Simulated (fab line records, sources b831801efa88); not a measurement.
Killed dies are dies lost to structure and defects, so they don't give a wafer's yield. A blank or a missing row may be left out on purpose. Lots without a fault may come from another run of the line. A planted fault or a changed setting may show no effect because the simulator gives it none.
Which tool did it? | flow sky130 | 13 lots, 39 wafers sampled, at 4 steps of a route of 708

WHAT THE GAUGES READ, wafer by wafer
SKY_VIA4_THK_MEAS_20: measures by xrf. Usual: VIA4_W_THK 511 nm, standard deviation 6.4.
lot  | measured     | on            | VIA4_W_THK (nm) | flag
L835 | day 42 14:52 | film_metro-04 | 505 498 501     |
L837 | day 43 12:02 | film_metro-02 | 516 516 514     |
L838 | day 43 17:53 | film_metro-02 | 520 519 519     |
L840 | day 44 01:34 | film_metro-02 | 515 511 508     |
L841 | day 44 18:04 | film_metro-03 | 510 509 510     |
L842 | day 45 01:33 | film_metro-03 | 516 505 518     |
L843 | day 45 03:20 | film_metro-03 | 502 511 507     |
L851 | day 47 02:40 | film_metro-04 | 504 508 507     |
L853 | day 47 10:28 | film_metro-04 | 506 504 507     |
L854 | day 47 16:28 | film_metro-03 | 511 508 512     |
L855 | day 47 23:40 | film_metro-03 | 499 510 514     |
L857 | day 48 09:56 | film_metro-02 | 514 517 521     |
L858 | day 48 12:05 | film_metro-04 | 503 513 508     |

SKY_PASSIVATION_THK_MEAS_03. Usual: PASSIVATION_CVD_02_THK 539 nm, standard deviation 6.5.
lot  | measured     | on            | PASSIVATION_CVD_02_THK (nm) | flag
L835 | day 43 15:49 | film_metro-04 | 527 528 526                 |
L837 | day 44 12:20 | film_metro-04 | 540 545 545                 |
L838 | day 44 17:58 | film_metro-04 | 539 536 536                 |
L840 | day 45 01:17 | film_metro-02 | 536 536 542                 |
L841 | day 45 17:20 | film_metro-01 | 538 542 538                 |
L842 | day 45 23:55 | film_metro-04 | 547 544 553                 |
L843 | day 46 01:15 | film_metro-04 | 544 546 550                 |
L851 | day 47 23:38 | film_metro-01 | 529 544 538                 |
L853 | day 48 07:41 | film_metro-04 | 532 547 543                 |
L854 | day 48 13:14 | film_metro-02 | 538 548 551                 |
L855 | day 48 19:39 | film_metro-02 | 532 536 537                 |
L857 | day 49 05:44 | film_metro-04 | 537 538 545                 |
L858 | day 49 07:26 | film_metro-01 | 533 532 536                 |

WHICH TOOL RAN EACH LOT (tool, then ch and the chambers of the sampled wafers, then the start)
lot  | SKY_METAL5_DESCUM_14              | SKY_PASSIVATION_CVD_00
L835 | rie_metal-03 ch 0, day 43 14:37   | pecvd-03 ch 0,2, day 43 15:30
L837 | rie_metal-02 ch 0,1, day 44 10:54 | pecvd-04 ch 0,2, day 44 11:54
L838 | rie_metal-02 ch 0,1, day 44 16:43 | pecvd-04 ch 0,1,2, day 44 17:40
L840 | rie_metal-03 ch 1, day 45 00:07   | pecvd-04 ch 0,1,2, day 45 00:58
L841 | rie_metal-01 ch 0, day 45 15:53   | pecvd-03 ch 0,1,2, day 45 17:00
L842 | rie_metal-03 ch 0,1, day 45 22:45 | pecvd-04 ch 0,1,2, day 45 23:37
L843 | rie_metal-03 ch 0,1, day 46 00:04 | pecvd-04 ch 0,1, day 46 00:55
L851 | rie_metal-03 ch 1, day 47 22:10   | pecvd-03 ch 0,1, day 47 23:19
L853 | rie_metal-02 ch 1, day 48 06:31   | pecvd-04 ch 0,1,2, day 48 07:23
L854 | rie_metal-03 ch 1, day 48 12:03   | pecvd-04 ch 0,2, day 48 12:55
L855 | rie_metal-01 ch 0,1, day 48 18:27 | pecvd-03 ch 0,1,2, day 48 19:21
L857 | rie_metal-02 ch 0,1, day 49 04:34 | pecvd-04 ch 0,1,2, day 49 05:26
L858 | rie_metal-03 ch 0,1, day 49 06:16 | pecvd-01 ch 0,1, day 49 07:07
- SKY_METAL5_DESCUM_14: chemistry O2, time 11 s.
- SKY_PASSIVATION_CVD_00: deposits SiO2, target thk 90 nm.

WHAT THE TOOLS THEMSELVES READ (means of the sampled wafers that have a number; where no wafer has one, the mark that the record gives instead)
SKY_METAL5_DESCUM_14. Usual: drypump_motor_current_A 5.8 A, standard deviation 0.52; oes_product_au 1.003 a.u., standard deviation 0.0078.
lot  | tool         | drypump_motor_current_A (A) | oes_product_au (a.u.) | flag
L835 | rie_metal-03 | 5.5                         | 0.996                 |
L837 | rie_metal-02 | 6.1                         | 1.008                 |
L838 | rie_metal-02 | 5.9                         | 1.003                 |
L840 | rie_metal-03 | 6.5                         | 1.000                 |
L841 | rie_metal-01 | 4.9                         | 1.006                 |
L842 | rie_metal-03 | 6.1                         | 1.000                 |
L843 | rie_metal-03 | 6.1                         | 1.004                 |
L851 | rie_metal-03 | 6.4                         | 1.004                 |
L853 | rie_metal-02 | 5.8                         | 1.009                 |
L854 | rie_metal-03 | 6.5                         | 0.993                 |
L855 | rie_metal-01 | 5.1                         | 0.999                 |
L857 | rie_metal-02 | 5.9                         | 0.999                 |
L858 | rie_metal-03 | 6.1                         | 1.008                 |

SKY_PASSIVATION_CVD_00. Usual: heater_power_outer_w 401 W, standard deviation 64; heater_power_w 664 W, standard deviation 93.
lot  | tool     | heater_power_outer_w (W) | heater_power_w (W) | flag
L835 | pecvd-03 | 343                      | 567                |
L837 | pecvd-04 | 410                      | 697                |
L838 | pecvd-04 | 414                      | 704                |
L840 | pecvd-04 | 390                      | 662                |
L841 | pecvd-03 | 395                      | 634                |
L842 | pecvd-04 | 414                      | 699                |
L843 | pecvd-04 | 387                      | 667                |
L851 | pecvd-03 | 476                      | 762                |
L853 | pecvd-04 | 427                      | 711                |
L854 | pecvd-04 | 425                      | 709                |
L855 | pecvd-03 | 374                      | 597                |
L857 | pecvd-04 | 402                      | 684                |
L858 | pecvd-01 | 288                      | 526                |

THE ANSWER, worked out from the rows above alone
Rule: a lot is off if the mean of its wafers that have a number lies more than 3 standard deviations from the usual mean. A lot without any number at a reading at which 4 lots or more have one is off too. The other lots that the step has rows for count as sound. The gauges are gone through in route order, then the tools' own readings, and for those a lot's mean is taken as printed above. The first step at which some lot is off is used, and at that step the reading that is off furthest; a lot without a number counts as furthest.
No lot is off at any reading shown: from this, nothing can be told.

WHAT THE SIMULATOR HAD PUT IN
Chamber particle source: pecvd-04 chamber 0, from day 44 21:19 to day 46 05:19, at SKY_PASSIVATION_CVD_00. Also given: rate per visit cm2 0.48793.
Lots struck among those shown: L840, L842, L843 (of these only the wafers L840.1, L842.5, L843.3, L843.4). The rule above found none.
